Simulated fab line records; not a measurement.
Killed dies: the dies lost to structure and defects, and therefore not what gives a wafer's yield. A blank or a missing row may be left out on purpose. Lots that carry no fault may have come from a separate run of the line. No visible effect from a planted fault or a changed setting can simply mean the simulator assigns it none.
Problem report in the 8D (eight disciplines) form, filled by code :: flow gf180mcu :: the parts of the form that need people (team, actions taken, sign-off) are left out

== 1. THE PROBLEM ==
M3_ALCU_RS at GF_M3_RS_MEAS_05 reads a mean of 0.0654 ohm/sq on 2 wafers of 2 lots; wafers without a fault read 0.0699 ohm/sq with a standard deviation of 0.00072. Relative to the usual mean, that is a shift of -6.3 standard deviations.
The step: measures by four-point-probe.
First seen on wafer L743.1, day 22 22:44, on film metro-02. At this step, 33 wafers from 11 lots have a number in the record. Rule for "out", or "out of limits": more than 4 standard deviations from the usual mean. All remaining wafers that have a number are taken as sound.

== 2. WHAT THIS IS AND IS NOT ==
question: which readings at this step
is: M3_ALCU_RS
is not: -

question: which lots
is: L743, L745
is not: L738, L739, L740, L741, L746, L753, L754, L759, L760

question: which wafers of those lots
is: L743.1, L745.5
is not: L743.2, L743.4, L745.3, L745.4

question: read on which gauges
is: film metro-02
is not: film metro-01, film metro-03

question: when
is: from day 22 22:44
is not: up to then (14 sound wafers); but 17 sound wafers of L745, L746, L753, L754, L759, L760 came after

== 3. SUSPECTS, AND WHAT RULES EACH OUT ==
Counting: any tool at a process step up to the reading remains a suspect provided it ran every lot that is out. Sound lots after the first of them don't rule it out here, since some wafers of a struck lot are sound.
- the gauge at GF_M3_RS_MEAS_05: kept. All the wafers that are out were read on film metro-02, and no step on other tools shows them out.
- pvd sputter-04 at GF_M3_SPUTTER_02 (material AlCu, target thk 450 nm, time 23.9 s): kept. It ran every lot that is out, first L743 (day 22 22:39); its last sound lot up to then is L741 (day 22 11:41).
The count leaves film metro-02 at GF_M3_RS_MEAS_05 and pvd sputter-04 at GF_M3_SPUTTER_02.

== 4. THE CAUSE (what the simulator had put in) ==
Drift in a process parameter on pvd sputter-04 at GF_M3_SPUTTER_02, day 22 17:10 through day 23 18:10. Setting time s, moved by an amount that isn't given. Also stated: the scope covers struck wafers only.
After counting, 2 suspects remain, this tool included.

== 5. THE EFFECT CHAIN, in route order ==
One row per reading whose mean, taken over the struck wafers that have a number, lies over 3 standard deviations from the usual. Only readings whose record carries a usual standard deviation are examined. hours: median over the lots of the time between each lot's start at the first step of this table that gives one and its start at this step. sigmas: the change, counted in usual standard deviations.
hours: 0
step: GF_M3_RS_MEAS_05
reading: M3_ALCU_RS
usual: 0.0699 ohm/sq
on struck wafers: 0.0654
change: -0.0045
sigmas: -6.3

hours: 0
step: GF_M3_THK_MEAS_06
reading: M3_ALCU_THK
usual: 449 nm
on struck wafers: 478
change: +30
sigmas: +6.3

== 6. HOW IT WOULD HAVE BEEN CAUGHT EARLIER ==
The first out-of-limits reading at a measuring or inspecting step in this record came at day 22 22:44, 6 hours after the fault's start at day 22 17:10.
An alarm limit of 4 standard deviations would not have fired on the tool readings at GF_M3_SPUTTER_02 for which the record gives a usual standard deviation, since none of them was out on any struck wafer.
Among the 2 lots that are out, L745 began GF_M3_SPUTTER_02 on pvd sputter-04 after day 22 22:44. Putting the tool on hold at that point would have spared it.
